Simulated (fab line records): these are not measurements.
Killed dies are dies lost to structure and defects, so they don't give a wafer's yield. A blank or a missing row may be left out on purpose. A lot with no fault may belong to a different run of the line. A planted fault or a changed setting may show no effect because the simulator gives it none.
One fault through the eyes of 2 desks || flow sky130 || each desk holds nothing but its own numbers, with what lay behind them at the end

== AT THE METROLOGY DESK ==
What the gauges read, lot by lot, whatever tool the lot ran on: means of the sampled wafers that have a number. Marked OUT: a lot whose mean sits more than 4 standard deviations from the usual mean, which makes it out of limits; the brackets give that distance.
Columns: A = cdNm at SKY_POLY_CUT_CD_MEAS_08, usual 269.8 nm; B = SD_N_RS at SKY_SD_N_RS_MEAS_16, usual 68.52 ohm/sq; C = SD_P_RS at SKY_SD_N_RS_MEAS_17, usual 147.0 ohm/sq
{"lot": "L652", "first seen here": "day 24 10:26", "A": 269.2, "B": 68.42, "C": 146.7}
{"lot": "L653", "first seen here": "day 24 18:24", "A": 269.4, "B": 68.55, "C": 147.2}
{"lot": "L654", "first seen here": "day 25 08:11", "A": 273.5, "B": 68.40, "C": 146.8}
{"lot": "L655", "first seen here": "day 25 14:39", "A": 268.8, "B": 68.39, "C": 146.8}
{"lot": "L661", "first seen here": "day 27 16:10", "A": 267.8, "B": "71.62 (+22) OUT", "C": "164.5 (+58) OUT"}
{"lot": "L663", "first seen here": "day 28 12:01", "A": 269.0, "B": "71.73 (+23) OUT", "C": "164.3 (+58) OUT"}
{"lot": "L668", "first seen here": "day 30 00:22", "A": 269.2, "B": 68.49, "C": 146.9}
{"lot": "L670", "first seen here": "day 30 17:05", "A": 273.5, "B": 68.60, "C": 147.3}
{"lot": "L672", "first seen here": "day 31 13:16", "A": 268.1, "B": 68.74, "C": 147.4}
{"lot": "L673", "first seen here": "day 31 17:04", "A": 269.1, "B": 68.53, "C": 147.3}
{"lot": "L674", "first seen here": "day 33 06:11", "A": 270.0, "B": 68.69, "C": 146.8}
This desk's finding: out of limits on L661, L663; first on L661, day 31 06:19 (SD_N_RS at SKY_SD_N_RS_MEAS_16). L652, L653, L654, L655, L668, L670, L672, L673, L674: within limits.

== AT THE TOOL OWNER'S DESK: rtpAnneal-02 ==
At SKY_SD_N_RTA_14 (time 2 s), the tool's own readings, given per lot that ran on this tool as the mean of the sampled wafers with a number. Marked OUT: a lot whose mean sits more than 4 standard deviations from the usual mean, which makes it out of limits; the brackets give that distance.
Columns: A = lampPowerPct at SKY_SD_N_RTA_14, usual 15.73 %; B = wafer_temp_C_max at SKY_SD_N_RTA_14, usual 1077.8
{"lot": "L653", "first seen here": "day 28 09:40", "A": 15.76, "B": 1078.4}
{"lot": "L655", "first seen here": "day 29 05:55", "A": 15.75, "B": 1077.1}
{"lot": "L661", "first seen here": "day 31 06:08", "A": "15.32 (-8.2) OUT", "B": "1057.2 (-16) OUT"}
{"lot": "L663", "first seen here": "day 32 00:49", "A": "15.32 (-8.1) OUT", "B": "1058.1 (-15) OUT"}
{"lot": "L673", "first seen here": "day 35 01:13", "A": 15.72, "B": 1076.8}
{"lot": "L674", "first seen here": "day 36 13:09", "A": 15.75, "B": 1078.0}
This desk finds L661, L663 out of limits, L661 being first, at day 31 06:08 (lampPowerPct at SKY_SD_N_RTA_14). L653, L655, L673, L674: within limits.

== PUT TOGETHER ==
An alarm could have come from the tool owner's desk at day 31 06:08, on L661, L663.
The metrology desk could have raised an alarm at day 31 06:19, on L661, L663.
All the named lots went through SKY_SD_N_RTA_14 on rtpAnneal-02.

== WHAT THE SIMULATOR HAD INSERTED ==
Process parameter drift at SKY_SD_N_RTA_14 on rtpAnneal-02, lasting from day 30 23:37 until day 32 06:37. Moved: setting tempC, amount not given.
Struck lots among those shown: L661, L663.
Time in hours from fault onset to the first out-of-limits reading at each desk: tool owner's desk 7, metrology desk 7.
